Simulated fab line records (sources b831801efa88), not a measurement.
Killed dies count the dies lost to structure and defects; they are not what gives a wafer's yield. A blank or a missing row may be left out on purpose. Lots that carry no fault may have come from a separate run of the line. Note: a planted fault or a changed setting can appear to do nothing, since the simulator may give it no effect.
Matching of chambers -- flow gf180mcu -- GF_V5_CMP_04 on cmp-02 has 4 sister chambers
The step polishes SiO2. 18 wafers are shown with their chamber, then 9 later ones without.

## WAFERS, EACH WITH ITS CHAMBER
wafer,chamber,motor current A (A)
L606.1,3,11.4
L606.2,2,9.9
L606.4,1,13.2
L607.1,2,9.5
L607.5,1,12.8
L607.6,0,10.7
L608.3,2,10.0
L608.4,0,11.4
L608.6,1,12.1
L611.2,0,10.4
L611.3,1,12.9
L611.4,3,11.6
L614.1,0,11.6
L614.2,2,10.1
L614.6,0,10.7
L617.3,3,11.6
L617.4,0,11.1
L617.5,1,13.0

SIGNATURES (averages over the wafers above)
reading,chamber 0,chamber 1,chamber 2,chamber 3,scatter within a chamber
motor current A,10.983,12.800,9.875,11.533,0.378
Rule: distance of a wafer from a chamber = root of the sum over the readings of ((wafer's reading minus chamber's mean) / reading's scatter) squared. If the next closest chamber is less than 2 further off than the closest, the wafer can't be placed; otherwise it belongs to the closest. How the scatter is found: for the shown wafers, subtract from each reading the mean of its chamber, square and add these, divide the total by (wafers less chambers), then take the root.

## WAFERS WHOSE CHAMBER IS MISSING
wafer,motor current A (A)
L619.1,11.3
L619.2,11.8
L619.6,9.7
L625.2,11.5
L625.4,13.0
L625.6,12.4
L626.3,12.1
L626.5,10.8
L626.6,12.0

## CHAMBER TAKEN BY EACH
wafer,from the rows above,in truth
L619.1,can't be placed: 3 or 0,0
L619.2,can't be placed: 3 or 0 or 1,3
L619.6,2,2
L625.2,can't be placed: 3 or 0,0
L625.4,1,1
L625.6,can't be placed: 1 or 3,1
L626.3,can't be placed: 3 or 1 or 0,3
L626.5,can't be placed: 0 or 3 or 2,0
L626.6,can't be placed: 3 or 1 or 0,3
Correct placement for 2 of the 9. Not placeable from these rows: 7 (in 7, the candidates include the true chamber). Wrongly placed: 0.
